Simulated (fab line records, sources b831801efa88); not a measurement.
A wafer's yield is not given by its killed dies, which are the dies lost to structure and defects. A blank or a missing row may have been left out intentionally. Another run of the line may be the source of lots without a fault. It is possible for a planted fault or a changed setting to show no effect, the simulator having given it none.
What tool caused it?	flow gf180mcu	12 lots with 36 wafers sampled at 2 steps, on a route of 602 steps

## WHAT EACH GAUGE READ, for each wafer
GF_M2_RS_MEAS_05: the measuring method here is four-point-probe.
lot	measured	on	M2_ALCU_RS (ohm/sq)
L075	day 18 19:41	film_metro-01	0.0688 0.0705 0.0691
L077	day 19 02:47	film_metro-02	0.0689 0.0680 0.0680
L079	day 20 02:04	film_metro-01	0.0697 0.0696 0.0706
L081	day 21 03:42	film_metro-04	0.0689 0.0692 0.0697
L083	day 21 11:06	film_metro-02	0.0709 0.0699 0.0679
L085	day 22 07:43	film_metro-02	0.0675 0.0686 0.0677
L087	day 23 04:19	film_metro-04	0.0702 0.0703 0.0712
L089	day 23 17:10	film_metro-02	0.0695 0.0708 0.0698
L092	day 24 14:14	film_metro-01	0.0693 0.0694 0.0702
L093	day 25 01:07	film_metro-01	0.0698 0.0697 0.0690
L095	day 25 10:55	film_metro-02	0.0695 0.0698 0.0703
L097	day 26 06:31	film_metro-04	0.0679 0.0688 0.0681

## WHICH TOOL RAN EACH LOT (tool, then ch and the chambers of the sampled wafers, then the start)
lot	GF_M2_SPUTTER_02
L075	pvd_sputter-04, day 18 19:34
L077	pvd_sputter-01, day 19 02:40
L079	pvd_sputter-04, day 20 01:58
L081	pvd_sputter-02, day 21 03:37
L083	pvd_sputter-02, day 21 11:01
L085	pvd_sputter-01, day 22 07:37
L087	pvd_sputter-01, day 23 04:13
L089	pvd_sputter-01, day 23 17:04
L092	pvd_sputter-01, day 24 14:05
L093	pvd_sputter-04, day 25 01:01
L095	pvd_sputter-01, day 25 10:46
L097	pvd_sputter-02, day 26 06:25
- GF_M2_SPUTTER_02: material AlCu, target thk 450 nm, time 23.9 s.

## THE ANSWER, worked out from the rows above alone
Rule: what is usual is taken from the lots themselves. Put in order of their means at a reading, lots are off if they are a third of the lots or fewer, leave a main group of 4 or more, and stand apart from it by a gap of 3 or more times the standard deviation of the main group's means; of several such gaps the widest counts. If all means in a main group match to the digits the tables above print for the reading, that group is not used. Also off: a lot with no number at a reading for which 4 or more lots have one. Where the step has rows for the other lots, those lots are counted as sound.
Across all readings shown, no lot is off: no conclusion can be drawn from this.

## WHAT WAS PUT IN BY THE SIMULATOR
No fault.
